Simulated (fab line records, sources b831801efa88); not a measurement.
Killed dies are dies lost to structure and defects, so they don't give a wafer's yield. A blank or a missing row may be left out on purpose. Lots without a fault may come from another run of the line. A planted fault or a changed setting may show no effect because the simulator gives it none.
Which tool did it? | flow sky130 | 14 lots, 42 wafers sampled, at 4 steps of a route of 708

WHAT THE GAUGES READ, wafer by wafer
SKY_RES_XHIGH_TW_MEAS_09.
lot  | measured     | on            | RES_XHIGH_TW
L707 | day 26 13:01 | film_metro-01 | 1618 1623 1631
L708 | day 27 05:55 | film_metro-03 | 1628 1632 1625
L709 | day 27 14:59 | film_metro-01 | 1635 1640 1637
L710 | day 28 01:04 | film_metro-04 | 1617 1616 1614
L711 | day 28 16:20 | film_metro-04 | 1626 1623 1621
L712 | day 29 01:16 | film_metro-01 | 1637 1628 1639
L715 | day 29 20:06 | film_metro-04 | 1622 1625 1627
L716 | day 30 03:47 | film_metro-04 | 1615 1614 1607
L725 | day 33 01:24 | film_metro-01 | 1623 1623 1617
L726 | day 33 06:31 | film_metro-03 | 1642 1642 1647
L727 | day 33 12:58 | film_metro-03 | 1646 1642 1642
L728 | day 33 21:46 | film_metro-04 | 1616 1611 1628
L729 | day 34 01:52 | film_metro-03 | 1646 1644 1641
L730 | day 34 08:38 | film_metro-04 | 1625 1626 1620

SKY_VIA1_BOW_MEAS_03.
lot  | measured     | on            | VIA1_BOW (um)
L707 | day 32 18:32 | film_metro-03 | 72 66 70
L708 | day 33 10:41 | film_metro-01 | 78 86 88
L709 | day 33 16:16 | film_metro-03 | 79 87 70
L710 | day 34 02:46 | film_metro-03 | 79 73 73
L711 | day 34 18:05 | film_metro-03 | 83 87 81
L712 | day 35 02:09 | film_metro-04 | 77 89 81
L715 | day 35 19:40 | film_metro-04 | 116 130 109
L716 | day 36 01:27 | film_metro-03 | 114 121 115
L725 | day 38 19:34 | film_metro-04 | 73 73 76
L726 | day 38 23:09 | film_metro-01 | 85 90 88
L727 | day 39 06:56 | film_metro-01 | 81 67 71
L728 | day 39 15:51 | film_metro-03 | 81 80 90
L729 | day 39 18:18 | film_metro-04 | 71 74 86
L730 | day 40 00:11 | film_metro-03 | 77 81 68

WHICH TOOL RAN EACH LOT (tool, then ch and the chambers of the sampled wafers, then the start)
lot  | SKY_LOCAL_INTERCONNECT_SPUTTER_00 | SKY_VIA1_CMP_02
L707 | pvd_sputter-04, day 29 02:12      | cmp-01 ch 0,1, day 32 18:13
L708 | pvd_sputter-02, day 29 18:36      | cmp-01 ch 0,1,2, day 33 10:29
L709 | pvd_sputter-02, day 30 02:40      | cmp-02 ch 1,2,3, day 33 15:58
L710 | pvd_sputter-02, day 30 12:29      | cmp-02 ch 1,3, day 34 02:31
L711 | pvd_sputter-02, day 31 03:30      | cmp-02 ch 0,1, day 34 17:41
L712 | pvd_sputter-01, day 31 12:22      | cmp-01 ch 1,2,3, day 35 01:53
L715 | pvd_sputter-01, day 32 07:25      | cmp-02 ch 0,1, day 35 19:25
L716 | pvd_sputter-02, day 32 13:46      | cmp-02 ch 1,2,3, day 36 01:11
L725 | pvd_sputter-01, day 35 08:20      | cmp-02 ch 0,1,3, day 38 19:19
L726 | pvd_sputter-04, day 35 13:13      | cmp-02 ch 0,1,2, day 38 22:51
L727 | pvd_sputter-02, day 35 20:48      | cmp-01 ch 0,1,2, day 39 06:38
L728 | pvd_sputter-02, day 36 05:49      | cmp-02 ch 1,2,3, day 39 15:38
L729 | pvd_sputter-02, day 36 09:10      | cmp-01 ch 1,2,3, day 39 18:00
L730 | pvd_sputter-01, day 36 15:07      | cmp-02 ch 2,3, day 39 23:53
- SKY_LOCAL_INTERCONNECT_SPUTTER_00: material TiN, target thk 100 nm, time 83.3 s.
- SKY_VIA1_CMP_02: polishes SiO2.

WHAT THE TOOLS THEMSELVES READ (means of the sampled wafers that have a number; where no wafer has one, the mark that the record gives instead)
SKY_LOCAL_INTERCONNECT_SPUTTER_00.
lot  | tool           | chamber_pressure_pa (Pa) | susceptor_temp_C (C) | throttle_valve_pct (%)
L707 | pvd_sputter-04 | 0.3993                   | 299.88               | 30.3
L708 | pvd_sputter-02 | 0.3998                   | 300.03               | 29.1
L709 | pvd_sputter-02 | 0.3999                   | 300.32               | 30.0
L710 | pvd_sputter-02 | 0.4001                   | 300.03               | 29.7
L711 | pvd_sputter-02 | 0.4009                   | 299.97               | 28.8
L712 | pvd_sputter-01 | 0.3997                   | 299.94               | 29.4
L715 | pvd_sputter-01 | 0.4005                   | 299.85               | 29.2
L716 | pvd_sputter-02 | 0.4005                   | 300.05               | 29.5
L725 | pvd_sputter-01 | 0.4005                   | 299.96               | 29.3
L726 | pvd_sputter-04 | 0.3998                   | 299.86               | 29.7
L727 | pvd_sputter-02 | 0.4001                   | 300.12               | 29.5
L728 | pvd_sputter-02 | 0.4006                   | 299.83               | 28.7
L729 | pvd_sputter-02 | 0.4001                   | 300.29               | 29.5
L730 | pvd_sputter-01 | 0.4002                   | 300.13               | 29.9

SKY_VIA1_CMP_02.
lot  | tool   | edge_zone_pressure_frac | head_pressure_psi (psi) | motor_current_A (A)
L707 | cmp-01 | 0.998                   | 3.999                   | 11.4
L708 | cmp-01 | 1.003                   | 4.007                   | 11.1
L709 | cmp-02 | 0.994                   | 3.994                   | 11.2
L710 | cmp-02 | 1.002                   | 3.996                   | 12.2
L711 | cmp-02 | 0.999                   | 3.989                   | 12.6
L712 | cmp-01 | 1.006                   | 4.003                   | 10.8
L715 | cmp-02 | -                       | -                       | -
L716 | cmp-02 | -                       | -                       | -
L725 | cmp-02 | 0.997                   | 3.998                   | 12.1
L726 | cmp-02 | 0.998                   | 4.000                   | 12.2
L727 | cmp-01 | 0.998                   | 4.006                   | 10.9
L728 | cmp-02 | 0.997                   | 4.004                   | 11.4
L729 | cmp-01 | 0.996                   | 3.991                   | 11.2
L730 | cmp-02 | 1.001                   | 4.005                   | 10.2

THE ANSWER, worked out from the rows above alone
Rule: what is usual is taken from the lots themselves. Put in order of their means at a reading, lots are off if they are a third of the lots or fewer, leave a main group of 4 or more, and stand apart from it by a gap of 3 or more times the standard deviation of the main group's means; of several such gaps the widest counts. A main group whose means are all the same, to the digits that the tables above print for the reading, isn't used. A lot without any number at a reading at which 4 lots or more have one is off too. The other lots that the step has rows for count as sound. The gauges are gone through in route order, then the tools' own readings, and for those a lot's mean is taken as printed above. The first step at which some lot is off is used, and at that step the reading that is off furthest; a lot without a number counts as furthest.
Off: L715, L716, at SKY_VIA1_BOW_MEAS_03 (VIA1_BOW). The main group: mean 79 um, standard deviation 5.3.
A tool fits if, at a process step before that reading, it ran every lot that is off, and no sound lot after the first of them. The gauges at SKY_VIA1_BOW_MEAS_03 aren't tried: what is off there is off at SKY_VIA1_CMP_02 too, on other tools, and a gauge's error can't cause that. None of those tried fits.

WHAT THE SIMULATOR HAD PUT IN
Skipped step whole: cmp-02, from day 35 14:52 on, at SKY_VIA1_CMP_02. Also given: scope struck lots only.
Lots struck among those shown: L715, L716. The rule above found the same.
